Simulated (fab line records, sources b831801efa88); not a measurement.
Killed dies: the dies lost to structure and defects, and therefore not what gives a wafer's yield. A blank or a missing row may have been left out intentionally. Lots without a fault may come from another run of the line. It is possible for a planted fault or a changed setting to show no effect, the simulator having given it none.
Chamber matching | flow gf180mcu | pecvd-01 running GF_PASSIVATION_CVD_02: 3 sister chambers
The step deposits Si3N4, target thk 700 nm, time 486.18 s. 16 wafers are shown with their chamber, then 8 later ones without.

## WAFERS WITH THEIR CHAMBER
wafer  | chamber | heater_power_w (W)
L904.1 | 2       | 622
L904.4 | 1       | 681
L904.5 | 0       | 622
L905.1 | 2       | 624
L905.2 | 0       | 488
L905.6 | 0       | 543
L906.1 | 0       | 609
L906.4 | 2       | 501
L906.6 | 1       | 620
L909.2 | 2       | 596
L909.5 | 1       | 692
L909.6 | 2       | 601
L916.1 | 2       | 558
L916.5 | 2       | 606
L916.6 | 1       | 605
L919.2 | 0       | 585

SIGNATURES, as means of the wafers listed above
reading        | chamber 0 | chamber 1 | chamber 2 | scatter within a chamber
heater_power_w | 569.40    | 649.50    | 586.86    | 47.2
Rule: distance of a wafer from a chamber = root of the sum over the readings of ((wafer's reading minus chamber's mean) / reading's scatter) squared. If the next closest chamber is less than 2 further off than the closest, the wafer can't be placed; otherwise it belongs to the closest. The scatter: the root of (the sum of the squares of (reading less its chamber's mean) over the shown wafers, divided by (wafers less chambers)).

## WAFERS WHOSE CHAMBER IS MISSING
wafer  | heater_power_w (W)
L919.4 | 620
L919.5 | 750
L922.1 | 664
L922.3 | 577
L922.4 | 694
L923.2 | 619
L923.3 | 528
L923.5 | 763

## CHAMBER TAKEN BY EACH
wafer  | from the rows above          | in truth
L919.4 | can't be placed: 1 or 2 or 0 | 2
L919.5 | can't be placed: 1 or 2 or 0 | 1
L922.1 | can't be placed: 1 or 2 or 0 | 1
L922.3 | can't be placed: 0 or 2 or 1 | 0
L922.4 | can't be placed: 1 or 2 or 0 | 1
L923.2 | can't be placed: 1 or 2 or 0 | 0
L923.3 | can't be placed: 0 or 2 or 1 | 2
L923.5 | can't be placed: 1 or 2 or 0 | 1
Correctly placed: 0 of 8. Cannot be placed on the basis of these rows: 8; the candidates contain the true chamber in 8. 0 placed wrongly.
